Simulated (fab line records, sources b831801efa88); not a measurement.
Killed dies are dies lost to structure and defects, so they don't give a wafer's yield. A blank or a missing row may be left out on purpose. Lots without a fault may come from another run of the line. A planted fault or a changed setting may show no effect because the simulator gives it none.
Which tool did it? | flow gf180mcu | 14 lots, 42 wafers sampled, at 5 steps of a route of 602

WHAT THE GAUGES READ, wafer by wafer
GF_STI_THK_MEAS_22. Usual: STI_OXIDATION_01_THK 15.0 nm, standard deviation 0.34.
lot  | measured    | on            | STI_OXIDATION_01_THK (nm) | flag
L338 | day 2 03:43 | film_metro-01 | 14.9 14.8 14.8            |
L340 | day 2 18:47 | film_metro-04 | 15.2 15.1 14.8            |
L341 | day 2 21:47 | film_metro-04 | 14.7 14.8 14.8            |
L345 | day 3 17:32 | film_metro-04 | 15.5 15.5 15.5            |
L346 | day 3 23:17 | film_metro-04 | 15.1 15.0 15.2            |
L348 | day 4 07:35 | film_metro-04 | 14.6 14.8 14.8            |
L354 | day 5 13:19 | film_metro-04 | 15.1 15.1 15.3            |
L355 | day 5 19:02 | film_metro-04 | 15.2 15.3 15.5            |
L356 | day 6 01:32 | film_metro-02 | 14.2 14.2 14.3            |
L357 | day 6 05:29 | film_metro-04 | 14.7 14.5 14.9            |
L358 | day 6 12:38 | film_metro-01 | 14.5 14.7 14.6            |
L359 | day 6 16:14 | film_metro-02 | 15.1 14.9 14.6            |
L360 | day 7 00:28 | film_metro-01 | 15.0 15.1 14.9            |
L361 | day 7 06:29 | film_metro-01 | 15.4 15.6 15.5            |

GF_MVSD_TW_MEAS_11. Usual: MVSD_TW 1578, standard deviation 12.
lot  | measured     | on            | MVSD_TW        | flag
L338 | day 4 10:16  | film_metro-03 | 1583 1578 1576 |
L340 | day 5 05:05  | film_metro-03 | 1563 1570 1576 |
L341 | day 5 09:38  | film_metro-03 | 1572 1569 1569 |
L345 | day 6 06:29  | film_metro-02 | 1600 1593 1586 |
L346 | day 6 13:32  | film_metro-03 | 1567 1561 1572 |
L348 | day 7 00:17  | film_metro-03 | 1572 1578 1577 |
L354 | day 8 08:08  | film_metro-03 | 1569 1565 1579 |
L355 | day 8 14:29  | film_metro-03 | 1580 1575 1573 |
L356 | day 8 20:50  | film_metro-04 | 1580 1577 1584 |
L357 | day 9 02:47  | film_metro-04 | 1576 1568 1572 |
L358 | day 9 11:21  | film_metro-03 | 1574 1587 1575 |
L359 | day 9 15:48  | film_metro-02 | 1603 1586 1605 |
L360 | day 10 02:50 | film_metro-04 | 1568 1564 1572 |
L361 | day 10 09:17 | film_metro-04 | 1568 1576 1577 |

GF_VT_IMPLANT_TW_MEAS_43. Usual: VT_IMPLANT_4_TW 691, standard deviation 5.4.
lot  | measured     | on            | VT_IMPLANT_4_TW | flag
L338 | day 7 13:57  | film_metro-03 | 691 691 688     |
L340 | day 8 11:08  | film_metro-01 | 694 693 695     |
L341 | day 8 18:07  | film_metro-03 | 690 687 687     |
L345 | day 9 17:44  | film_metro-03 | 712 715 715     | OFF
L346 | day 10 02:20 | film_metro-01 | 724 728 727     | OFF
L348 | day 10 13:41 | film_metro-03 | 689 690 687     |
L354 | day 12 02:53 | film_metro-03 | 685 685 688     |
L355 | day 12 10:46 | film_metro-01 | 687 691 690     |
L356 | day 12 18:29 | film_metro-02 | 696 704 700     |
L357 | day 13 02:08 | film_metro-03 | 691 687 685     |
L358 | day 13 09:53 | film_metro-03 | 689 689 690     |
L359 | day 13 16:41 | film_metro-03 | 687 684 684     |
L360 | day 14 03:58 | film_metro-03 | 684 687 688     |
L361 | day 14 12:23 | film_metro-02 | 698 700 699     |

GF_HV_LDD_TW_MEAS_50. Usual: HV_LDD_4_TW 571, standard deviation 4.8.
lot  | measured     | on            | HV_LDD_4_TW | flag
L338 | day 12 11:13 | film_metro-02 | 578 576 577 |
L340 | day 13 12:55 | film_metro-04 | 569 567 565 |
L341 | day 13 22:20 | film_metro-04 | 568 566 566 |
L345 | day 15 03:41 | film_metro-04 | 569 568 572 |
L346 | day 15 12:28 | film_metro-03 | 569 569 566 |
L348 | day 16 03:11 | film_metro-02 | 574 574 574 |
L354 | day 17 22:56 | film_metro-04 | 562 565 565 |
L355 | day 18 10:25 | film_metro-02 | 576 577 576 |
L356 | day 18 20:25 | film_metro-03 | 568 566 565 |
L357 | day 19 00:32 | film_metro-03 | 570 573 571 |
L358 | day 19 12:03 | film_metro-02 | 575 573 575 |
L359 | day 19 21:01 | film_metro-04 | 568 569 568 |
L360 | day 20 09:31 | film_metro-02 | 573 578 573 |
L361 | day 20 19:49 | film_metro-02 | 574 577 578 |

WHICH TOOL RAN EACH LOT (tool, then ch and the chambers of the sampled wafers, then the start)
lot  | GF_VT_IMPLANT_IMPLANT_41
L338 | implanter-02 ch 0, day 7 13:44
L340 | implanter-02 ch 0, day 8 10:53
L341 | implanter-03 ch 0, day 8 17:52
L345 | implanter-03 ch 0, day 9 17:29
L346 | implanter-03 ch 0, day 10 02:05
L348 | implanter-01 ch 0, day 10 13:26
L354 | implanter-02 ch 0, day 12 02:38
L355 | implanter-02 ch 0, day 12 10:31
L356 | implanter-02 ch 0, day 12 18:14
L357 | implanter-01 ch 0, day 13 01:53
L358 | implanter-03 ch 0, day 13 09:38
L359 | implanter-01 ch 0, day 13 16:28
L360 | implanter-01 ch 0, day 14 03:41
L361 | implanter-03 ch 0, day 14 12:09
- GF_VT_IMPLANT_IMPLANT_41

WHAT THE TOOLS THEMSELVES READ (means of the sampled wafers that have a number; where no wafer has one, the mark that the record gives instead)
GF_VT_IMPLANT_IMPLANT_41. Usual: beam_energy_keV 70.000, standard deviation 0.024; tilt_deg 6.995 degrees, standard deviation 0.019.
lot  | tool         | beam_energy_keV | tilt_deg (degrees) | flag
L338 | implanter-02 | 69.982          | 6.997              |
L340 | implanter-02 | 69.980          | 7.001              |
L341 | implanter-03 | 70.003          | 6.987              |
L345 | implanter-03 | 80.167          | 6.986              | OFF
L346 | implanter-03 | 80.204          | 6.982              | OFF
L348 | implanter-01 | 70.023          | 6.990              |
L354 | implanter-02 | 70.039          | 6.977              |
L355 | implanter-02 | 70.011          | 7.005              |
L356 | implanter-02 | 69.976          | 6.988              |
L357 | implanter-01 | 69.976          | 7.000              |
L358 | implanter-03 | 69.995          | 6.990              |
L359 | implanter-01 | 70.008          | 6.974              |
L360 | implanter-01 | 69.984          | 6.996              |
L361 | implanter-03 | 70.026          | 6.989              |

THE ANSWER, worked out from the rows above alone
Rule: a lot is off if the mean of its wafers that have a number lies more than 3 standard deviations from the usual mean. A lot without any number at a reading at which 4 lots or more have one is off too. The other lots that the step has rows for count as sound. The gauges are gone through in route order, then the tools' own readings, and for those a lot's mean is taken as printed above. The first step at which some lot is off is used, and at that step the reading that is off furthest; a lot without a number counts as furthest.
Off: L345, L346, at GF_VT_IMPLANT_TW_MEAS_43 (VT_IMPLANT_4_TW).
A tool fits if, at a process step before that reading, it ran every lot that is off, and no sound lot after the first of them. The gauges at GF_VT_IMPLANT_TW_MEAS_43 aren't tried: what is off there is off at GF_VT_IMPLANT_IMPLANT_41 too, on other tools, and a gauge's error can't cause that. None of those tried fits.

WHAT THE SIMULATOR HAD PUT IN
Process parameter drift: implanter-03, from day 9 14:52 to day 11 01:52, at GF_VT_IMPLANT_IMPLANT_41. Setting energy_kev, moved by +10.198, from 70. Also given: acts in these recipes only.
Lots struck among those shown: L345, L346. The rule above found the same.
